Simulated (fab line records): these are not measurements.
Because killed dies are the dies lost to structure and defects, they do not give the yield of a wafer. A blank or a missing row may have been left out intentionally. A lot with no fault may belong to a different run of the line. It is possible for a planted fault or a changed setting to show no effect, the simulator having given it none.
One fault seen from 2 desks / flow gf180mcu / every desk sees just its own numbers, and what lay behind them comes last

## DESK OF THE TOOL OWNER: plasma_asher-03
The tool's own readings at GF_HV_LDD_STRIP_49 (strips in O2/N2): means of the sampled wafers that have a number, for each lot that ran on this tool. Marked OUT: a lot whose mean sits more than 4 standard deviations from the usual mean, which makes it out of limits; the brackets give that distance.
Columns: A = drypump_motor_current_A at GF_HV_LDD_STRIP_49, usual 5.7 A; B = heater_power_w at GF_HV_LDD_STRIP_49, usual 330 W; C = n2_flow_sccm at GF_HV_LDD_STRIP_49, usual 300.1 sccm; D = o2_flow_sccm at GF_HV_LDD_STRIP_49, usual 2998 sccm; E = oes_product_au at GF_HV_LDD_STRIP_49, usual 0.716 a.u.; F = strip_time_to_endpoint_s at GF_HV_LDD_STRIP_49, usual 12.61 s
lot=L252; first seen here=day 12 16:38; A=5.9; B=307; C=299.8; D=3010; E=0.717; F=12.61
lot=L259; first seen here=day 15 07:54; A=5.9; B=307; C=299.9; D=2994; E=0.718; F=12.62
lot=L260; first seen here=day 15 16:53; A=5.9; B=302; C=320.2 (+23) OUT; D=3001; E=0.717; F=12.61
lot=L262; first seen here=day 16 04:15; A=5.9; B=302; C=319.3 (+22) OUT; D=3002; E=0.714; F=12.60
lot=L274; first seen here=day 20 02:31; A=5.9; B=311; C=299.6; D=2997; E=0.711; F=12.61
This desk's finding: out of limits on L260, L262; first on L260, day 15 16:53 (n2_flow_sccm at GF_HV_LDD_STRIP_49). In limits: L252, L259, L274.

## METROLOGY DESK
Means of the sampled wafers that have a number, per lot and without regard to the tool the lot ran on: this is what the gauges read. Marked OUT: a lot whose mean sits more than 4 standard deviations from the usual mean, which makes it out of limits; the brackets give that distance.
Columns: A = DUAL_GATE_OXIDATION_00_THK at GF_DUAL_GATE_THK_MEAS_03, usual 10.92 nm
lot=L252; first seen here=day 7 23:17; A=11.20
lot=L253; first seen here=day 8 05:47; A=10.53
lot=L259; first seen here=day 10 02:14; A=11.04
lot=L260; first seen here=day 10 10:11; A=11.02
lot=L262; first seen here=day 10 21:58; A=10.82
lot=L266; first seen here=day 11 20:55; A=11.00
lot=L267; first seen here=day 12 03:56; A=11.20
lot=L270; first seen here=day 12 23:58; A=10.50
lot=L271; first seen here=day 13 11:03; A=10.95
lot=L272; first seen here=day 13 16:09; A=10.51
lot=L273; first seen here=day 13 19:57; A=11.09
lot=L274; first seen here=day 14 04:35; A=10.96
Finding of this desk: none of the 12 lots has anything out of limits.

## ALL TOGETHER
The tool owner's desk could have raised an alarm at day 15 16:53, on L260, L262.
From the metrology desk's view, nothing was out of limits.
The metrology desk holds a record of L260, L262, inside its limits.
All the named lots went through GF_HV_LDD_STRIP_49 on plasma_asher-03.

## WHAT THE SIMULATOR PUT IN
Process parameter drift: plasma_asher-03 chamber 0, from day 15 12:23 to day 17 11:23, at GF_HV_LDD_STRIP_49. The setting n2_flow_sccm was moved by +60, starting from 300. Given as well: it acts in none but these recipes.
Struck lots among those shown: L260, L262.
How many hours passed from the start of the fault until each desk's first out-of-limits reading: the tool owner's desk, 4.
